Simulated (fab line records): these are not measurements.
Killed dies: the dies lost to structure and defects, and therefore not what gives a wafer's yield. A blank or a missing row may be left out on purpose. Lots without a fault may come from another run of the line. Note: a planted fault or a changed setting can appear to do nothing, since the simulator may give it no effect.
Chamber matching :: flow sfq_line :: SFQ_TRILAYER_I5_ETCH_VIA_ETCH_147 on rie_diel-02 has 4 sister chambers
The step etches the open film in CHF3, stops on Nb, target depth 360 nm. 14 wafers are shown with their chamber, then 7 later ones without.

## WAFERS, EACH WITH ITS CHAMBER
wafer: L349.2
chamber: 3
drypump_motor_current_A (A): 6.2
oes_product_au (a.u.): 0.984

wafer: L349.4
chamber: 1
drypump_motor_current_A (A): 6.0
oes_product_au (a.u.): 0.980

wafer: L349.5
chamber: 3
drypump_motor_current_A (A): 6.2
oes_product_au (a.u.): 0.988

wafer: L354.3
chamber: 1
drypump_motor_current_A (A): 6.1
oes_product_au (a.u.): 0.984

wafer: L354.4
chamber: 3
drypump_motor_current_A (A): 6.2
oes_product_au (a.u.): 0.991

wafer: L354.6
chamber: 3
drypump_motor_current_A (A): 6.2
oes_product_au (a.u.): 0.982

wafer: L362.1
chamber: 2
drypump_motor_current_A (A): 4.7
oes_product_au (a.u.): 0.985

wafer: L362.3
chamber: 0
drypump_motor_current_A (A): 6.0
oes_product_au (a.u.): 0.991

wafer: L362.4
chamber: 1
drypump_motor_current_A (A): 6.0
oes_product_au (a.u.): 0.988

wafer: L365.3
chamber: 3
drypump_motor_current_A (A): 6.1
oes_product_au (a.u.): 0.990

wafer: L365.4
chamber: 1
drypump_motor_current_A (A): 6.0
oes_product_au (a.u.): 0.984

wafer: L365.6
chamber: 2
drypump_motor_current_A (A): 4.7
oes_product_au (a.u.): 0.994

wafer: L368.2
chamber: 3
drypump_motor_current_A (A): 6.2
oes_product_au (a.u.): 0.984

wafer: L368.3
chamber: 0
drypump_motor_current_A (A): 5.9
oes_product_au (a.u.): 0.996

SIGNATURES (means of the wafers above)
reading: drypump_motor_current_A
chamber 0: 5.950
chamber 1: 6.025
chamber 2: 4.700
chamber 3: 6.183
scatter within a chamber: 0.0456

reading: oes_product_au
chamber 0: 0.99350
chamber 1: 0.98400
chamber 2: 0.98950
chamber 3: 0.98650
scatter within a chamber: 0.00391
Rule: a wafer lies at a distance from a chamber equal to the root of the sum of squares, over the readings, of (its reading less the chamber's mean, divided by the reading's scatter). The wafer belongs to the nearest chamber; if the next one is less than 2 further off, it can't be placed. The scatter is the square root of a quotient: the sum, over the shown wafers, of each reading's squared deviation from its chamber's mean, divided by wafers minus chambers.

## WAFERS MISSING THEIR CHAMBER
wafer: L368.4
drypump_motor_current_A (A): 4.7
oes_product_au (a.u.): 0.970

wafer: L369.2
drypump_motor_current_A (A): 6.2
oes_product_au (a.u.): 0.982

wafer: L369.4
drypump_motor_current_A (A): 4.7
oes_product_au (a.u.): 0.985

wafer: L369.6
drypump_motor_current_A (A): 4.7
oes_product_au (a.u.): 0.978

wafer: L370.2
drypump_motor_current_A (A): 6.0
oes_product_au (a.u.): 0.981

wafer: L370.3
drypump_motor_current_A (A): 4.7
oes_product_au (a.u.): 0.974

wafer: L370.4
drypump_motor_current_A (A): 6.1
oes_product_au (a.u.): 0.985

## EACH ONE'S CHAMBER
wafer: L368.4
from the rows above: 2
in truth: 2

wafer: L369.2
from the rows above: 3
in truth: 3

wafer: L369.4
from the rows above: 2
in truth: 2

wafer: L369.6
from the rows above: 2
in truth: 2

wafer: L370.2
from the rows above: 1
in truth: 1

wafer: L370.3
from the rows above: 2
in truth: 2

wafer: L370.4
from the rows above: can't be placed: 1 or 3
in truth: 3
Placed correctly: 6 of 7. These rows do not allow placing 1 (true chamber among the candidates in 1). 0 placed wrongly.
